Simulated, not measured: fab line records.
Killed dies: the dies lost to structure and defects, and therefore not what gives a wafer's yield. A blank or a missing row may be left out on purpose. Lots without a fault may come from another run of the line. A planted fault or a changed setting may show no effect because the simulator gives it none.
A struck lot beside a sound one -- flow sky130 -- 16 steps out of a route of 708
Sound: wafers L595.3, L595.4, L595.5. The struck wafers were L594.2, L594.4, L594.5. The cause comes at the end.
Each step with rows lists, per side, the tool, then ch with its chambers, then its first start. Under that, the readings that differ: sound wafers -- struck wafers -- difference of the means -- sigmas: that difference in standard deviations of wafers without a fault.
alike: readings with means less than 2 such deviations apart, plus words and numbers identical on both sides. not compared: withheld readings, readings lacking a value on some wafer, bounds such as >300 that could conceal the same value, and numbers that have no deviation in the record and whose values overlap.
Wherever a step has rows on one side only, a row that says differs or no value, or a row with sigmas, the two part there. Numbers that have no deviation but don't overlap get no sigmas and don't part them. A reading that every wafer of one side lacks parts them only if that side has two wafers or more.

SKY_METAL1_THK_MEAS_06: measures by xrf.
  sound: film_metro-03 at day 37 15:57; struck: film_metro-04 at day 37 12:14
  alike: METAL1_ALCU_THK
then, 8 steps without rows for these wafers: SKY_METAL1_DEHYDRATE_07 (time 60 s); SKY_METAL1_HMDS_08 (prime time 60 s); SKY_METAL1_COAT_09 (resist thk 60 nm); SKY_METAL1_COAT_10 (resist thk 450 nm); SKY_METAL1_SOFTBAKE_11 (time 90 s); SKY_METAL1_EXPOSE_12 (exposes mask MM1, target cd 140 nm); SKY_METAL1_PEB_13; SKY_METAL1_DEVELOP_14 (develop time 60 s).
SKY_METAL1_CD_MEAS_15: target cd 140 nm.
  sound: cd_sem-01 at day 38 16:14; struck: cd_sem-02 at day 38 13:38
  alike: cd_nm
SKY_METAL1_OVL_MEAS_16:
  sound: overlay-01 at day 38 16:20; struck: overlay-01 at day 38 13:45
  alike: METAL1_OVL
SKY_METAL1_DESCUM_17: chemistry O2, time 8 s.
  sound on rie_metal-04 ch 0,1, day 38 16:22; struck on rie_metal-04 ch 0,1, day 38 13:47
  alike: drypump_motor_current_A, oes_product_au
  not compared: rf_hours_counter_h
SKY_METAL1_ETCH_18: etches BARC in N2/H2, stops on SiO2, time 45.9 s, target depth 60 nm.
  sound on rie_metal-04 ch 0,1, day 38 16:25; struck on rie_metal-04 ch 0,1, day 38 13:49
  no value came back on the struck wafers for any of 6 readings (bias_w (W), chamber_pressure_mTorr (mTorr) and others); on the sound wafers bias_w (W) reads 99.60 100.17 100.28
reading,sound,struck,difference,sigmas
model.KrF-thick_of_METAL1_COAT_10.thk_nm (nm),392.8 392.7 391.4,434.9 436.5 435.7,+43.4,
  not compared: rf_hours_counter_h
SKY_METAL1_METAL_ETCH_19: etches the open film in Cl2/BCl3, stops on SiO2, target depth 360 nm, time 78 s.
  sound on rie_metal-04 ch 0,1, day 38 16:29; struck on rie_metal-04 ch 0,1, day 38 13:53
reading,sound,struck,difference,sigmas
oes_product_au (a.u.),0.851 0.862 0.849,0.372 0.376 0.385,-0.476,-79
model.KrF-thick_of_METAL1_COAT_10.thk_nm (nm),161.6 155.6 159.6,202.5 202.6 202.6,+43.6,
  alike: bcl3_flow_sccm, bias_w, drypump_motor_current_A, throttle_valve_pct
  not compared: rf_hours_counter_h
SKY_METAL1_STRIP_20: strips in O2/N2.
  sound on plasma_asher-01 ch 0,1, day 38 16:35; struck on plasma_asher-03 ch 0,1, day 38 13:58
reading,sound,struck,difference,sigmas
oes_product_au (a.u.),0.335 0.339 0.345,0.352 0.368 0.360,+0.020,+4
strip_time_to_endpoint_s (s),2.74 2.67 2.71,3.20 3.17 3.18,+0.48,+12
  alike: drypump_motor_current_A, n2_flow_sccm
  not compared: rf_hours_counter_h
then, 1 step without rows for these wafers: SKY_METAL1_STRIP_21 (strips in post etch residue remover, time 1200 s).

## WHERE THEY PART
Last at SKY_METAL1_STRIP_20 as far as this record goes, first at SKY_METAL1_ETCH_18.

WHY: the cause the simulator had injected
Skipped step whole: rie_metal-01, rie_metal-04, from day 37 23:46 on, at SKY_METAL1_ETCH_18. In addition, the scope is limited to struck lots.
